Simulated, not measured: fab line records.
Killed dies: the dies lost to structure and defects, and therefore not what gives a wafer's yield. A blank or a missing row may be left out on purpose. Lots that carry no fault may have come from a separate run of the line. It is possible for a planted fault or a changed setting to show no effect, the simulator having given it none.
Tool commonality check ; flow sky130 ; 12 lots, 35 wafers sampled

## WHY THIS WAS OPENED
Of 12 lots, 3 have the reading VT_ADJUST_LVTN_01_OVL flagged at SKY_VT_ADJUST_LVTN_OVL_MEAS_18. No-fault wafers: -1.2 nm, standard deviation 1.3.
Rule: flag the lot when none of its wafers has a number, or when each of its wafers that has one lies beyond 4 standard deviations from that mean. The rest of the lots are taken to be sound.

lot;measured;on;VT_ADJUST_LVTN_01_OVL (nm), wafer by wafer;flag
L373;day 8 11:24;overlay-02;-1.2 0.0 -0.5;
L375;day 8 13:20;overlay-02;-3.8 -1.3 -2.1;
L374;day 8 13:29;overlay-01;-0.6 -0.7 -2.1;
L376;day 8 14:50;overlay-01;-1.3 -0.8 -3.1;
L377;day 9 01:00;overlay-01;-2.6 -1.4 -1.9;
L385;day 11 03:46;overlay-01;225.9 229.5 227.8;FLAGGED
L386;day 11 12:51;overlay-01;226.1 226.5 225.5;FLAGGED
L387;day 11 20:43;overlay-02;226.2 225.3 224.3;FLAGGED
L388;day 12 03:22;overlay-02;-0.6 -1.4 -2.5;
L389;day 12 07:02;overlay-01;0.6 -0.7 -0.9;
L391;day 12 19:08;overlay-02;-2.6 -2.5;
L393;day 13 08:03;overlay-02;-0.7 0.8 -1.6;
The numbers of the flagged lots are 226.3 nm on average: +227.5 nm against the usual, or +99 or more standard deviations.

## TOOL THAT RAN EACH LOT
The record holds 1 process step before the reading, out of a route of 708 steps. Every cell lists first the tool, next ch and the chambers used by the sampled wafers, and last the start.
lot;flag;SKY_VT_ADJUST_LVTN_EXPOSE_15
L373;;iline stepper-02 ch 0, day 8 01:44
L375;;iline stepper-02 ch 0, day 8 03:40
L374;;iline stepper-02 ch 0, day 8 03:44
L376;;iline stepper-02 ch 0, day 8 04:59
L377;;iline stepper-01 ch 0, day 8 14:30
L385;FLAGGED;iline stepper-02 ch 0, day 10 16:13
L386;FLAGGED;iline stepper-02 ch 0, day 11 01:51
L387;FLAGGED;iline stepper-02 ch 0, day 11 08:56
L388;;iline stepper-01 ch 0, day 11 15:00
L389;;iline stepper-01 ch 0, day 11 19:18
L391;;iline stepper-01 ch 0, day 12 07:46
L393;;iline stepper-01 ch 0, day 12 19:26
What these steps do:
- SKY_VT_ADJUST_LVTN_EXPOSE_15: exposes mask HVN STD DERIVED, target cd 600 nm.
- SKY_VT_ADJUST_LVTN_OVL_MEAS_18

## FLAGGED OVER TOTAL, TOOL BY TOOL (the gauges that took the reading come last)
step;tool;lots run;flagged;share of the flagged lots;sound lots run after its first flagged lot
SKY_VT_ADJUST_LVTN_EXPOSE_15;iline stepper-01;5;0;none;-
SKY_VT_ADJUST_LVTN_EXPOSE_15;iline stepper-02;7;3;all;0
SKY_VT_ADJUST_LVTN_OVL_MEAS_18;overlay-01;6;2;some;1 (L389)
SKY_VT_ADJUST_LVTN_OVL_MEAS_18;overlay-02;6;1;some;3 (L388,L391,L393)

## WHAT THE TABLE ALLOWS
In the table, 1 row covers all flagged lots: iline stepper-02 at SKY_VT_ADJUST_LVTN_EXPOSE_15.
- iline stepper-02 at SKY_VT_ADJUST_LVTN_EXPOSE_15: 3 of its 7 lots flagged. It ran its last sound lot, L376, at day 8 04:59 and its first flagged lot, L385, at day 10 16:13: a fault with its onset between the two fits.
Just one tool remains: iline stepper-02 at SKY_VT_ADJUST_LVTN_EXPOSE_15.

## WHAT HAD BEEN PUT IN BY THE SIMULATOR
Scanner matching overlay: iline stepper-02, from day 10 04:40 on, at SKY_VT_ADJUST_LVTN_EXPOSE_15. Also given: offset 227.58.
Struck lots among those shown: L385, L386, L387. The rule given above showed the same thing.
